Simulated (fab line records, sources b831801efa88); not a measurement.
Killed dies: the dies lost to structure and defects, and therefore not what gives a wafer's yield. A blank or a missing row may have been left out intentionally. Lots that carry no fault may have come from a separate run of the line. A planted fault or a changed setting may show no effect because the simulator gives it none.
One fault seen from 2 desks -- flow sky130 -- numbers are kept per desk, each desk with only its own; the story behind them comes last

== DESK OF THE TOOL OWNER: cvd_w-01 ==
The tool's own readings at SKY_LI_CONTACT_CVD_21 (deposits W, target thk 400 nm, time 120.56 s): means of the sampled wafers that have a number, for each lot that ran on this tool. A lot is out of limits, marked OUT, if its mean lies more than 4 standard deviations from the usual mean; the brackets give that distance.
Columns: A = heater_power_w at SKY_LI_CONTACT_CVD_21, usual 822 W
lot,first seen here,A
L367,day 29 08:39,766
L370,day 30 15:43,858
L371,day 31 06:40,771
L372,day 31 19:22,852
L374,day 31 22:40,783
L384,day 35 18:44,768
L388,day 36 13:04,785
L389,day 36 15:56,784
Finding of this desk: none of the 8 lots has anything out of limits.

== THE METROLOGY DESK ==
What the gauges read, lot by lot, whatever tool the lot ran on: means of the sampled wafers that have a number. A lot is out of limits, marked OUT, if its mean lies more than 4 standard deviations from the usual mean; the brackets give that distance.
Columns: A = LI_CONTACT_W_RS at SKY_LI_CONTACT_RS_MEAS_22, usual 0.2842 ohm/sq; B = LOCAL_INTERCONNECT_TIN_THK at SKY_LOCAL_INTERCONNECT_THK_MEAS_02, usual 99.1 nm
lot,first seen here,A,B
L366,day 28 22:52,0.2849,98.3
L367,day 29 08:46,0.2859,98.8
L368,day 29 20:26,0.2844,97.6
L370,day 30 15:51,0.2864,99.9
L371,day 31 06:48,0.2838,100.1
L372,day 31 19:31,0.2835,99.1
L374,day 31 22:48,0.2775,99.2
L383,day 34 23:07,0.2832,98.7
L384,day 35 18:51,0.2824,98.5
L385,day 35 22:09,0.2808,99.1
L388,day 36 13:12,0.2807,98.1
L389,day 36 16:05,0.2870,99.9
Finding of this desk: none of the 12 lots has anything out of limits.

== BROUGHT TOGETHER ==
Nothing out of limits was seen by the tool owner's desk.
The metrology desk saw nothing out of limits.

== WHAT THE SIMULATOR PUT IN ==
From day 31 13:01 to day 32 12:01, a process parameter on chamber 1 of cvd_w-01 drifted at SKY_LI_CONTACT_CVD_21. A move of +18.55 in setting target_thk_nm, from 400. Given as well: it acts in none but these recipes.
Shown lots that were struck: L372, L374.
